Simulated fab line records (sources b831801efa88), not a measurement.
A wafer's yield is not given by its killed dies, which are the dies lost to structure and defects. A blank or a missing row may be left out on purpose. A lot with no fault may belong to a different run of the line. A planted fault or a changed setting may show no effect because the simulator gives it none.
What tool caused it? :: flow sky130 :: 7 lots with 21 wafers sampled at 2 steps, on a route of 708 steps

WHAT THE GAUGES SHOWED, per wafer
SKY_CONTACT_BOW_MEAS_05.
lot: L100
measured: day 31 06:03
on: film_metro-04
CONTACT_BOW (um): 75 82 84

lot: L108
measured: day 33 21:08
on: film_metro-04
CONTACT_BOW (um): 87 82 84

lot: L111
measured: day 34 16:46
on: film_metro-02
CONTACT_BOW (um): 89 82 89

lot: L113
measured: day 35 07:52
on: film_metro-01
CONTACT_BOW (um): 69 90 82

lot: L116
measured: day 36 05:50
on: film_metro-01
CONTACT_BOW (um): 87 83 71

lot: L118
measured: day 36 22:53
on: film_metro-04
CONTACT_BOW (um): 87 81 87

lot: L121
measured: day 37 18:46
on: film_metro-02
CONTACT_BOW (um): 85 84 96

WHAT TOOL EACH LOT RAN ON (gives the tool, then ch and the chambers of the sampled wafers, and finally the start)
lot: L100
SKY_LOCAL_INTERCONNECT_ETCH_13: rie_metal-01 ch 0,1, day 31 04:49

lot: L108
SKY_LOCAL_INTERCONNECT_ETCH_13: rie_metal-02 ch 0, day 33 19:28

lot: L111
SKY_LOCAL_INTERCONNECT_ETCH_13: rie_metal-01 ch 0,1, day 34 15:22

lot: L113
SKY_LOCAL_INTERCONNECT_ETCH_13: rie_metal-03 ch 0, day 35 06:37

lot: L116
SKY_LOCAL_INTERCONNECT_ETCH_13: rie_metal-01 ch 0,1, day 36 04:31

lot: L118
SKY_LOCAL_INTERCONNECT_ETCH_13: rie_metal-01 ch 0,1, day 36 21:40

lot: L121
SKY_LOCAL_INTERCONNECT_ETCH_13: rie_metal-02 ch 0,1, day 37 17:32
- SKY_LOCAL_INTERCONNECT_ETCH_13: etches BARC in N2/H2, stops on SiO2, time 45.9 s, target depth 60 nm.

THE ANSWER, worked out from the rows above alone
Rule: the lots themselves supply what counts as usual. The widest of any qualifying gaps counts: lots, ordered by their means at a reading, are off when they make up no more than a third of the lots, leave a main group of 4 or more, and stand apart from it by 3 or more times the standard deviation of that group's means. If all means in a main group match to the digits the tables above print for the reading, that group is not used. Also off: a lot with no number at a reading for which 4 or more lots have one. Any other lot the step has rows for is counted as sound.
Across all readings shown, no lot is off: no conclusion can be drawn from this.

WHAT HAD BEEN PUT IN BY THE SIMULATOR
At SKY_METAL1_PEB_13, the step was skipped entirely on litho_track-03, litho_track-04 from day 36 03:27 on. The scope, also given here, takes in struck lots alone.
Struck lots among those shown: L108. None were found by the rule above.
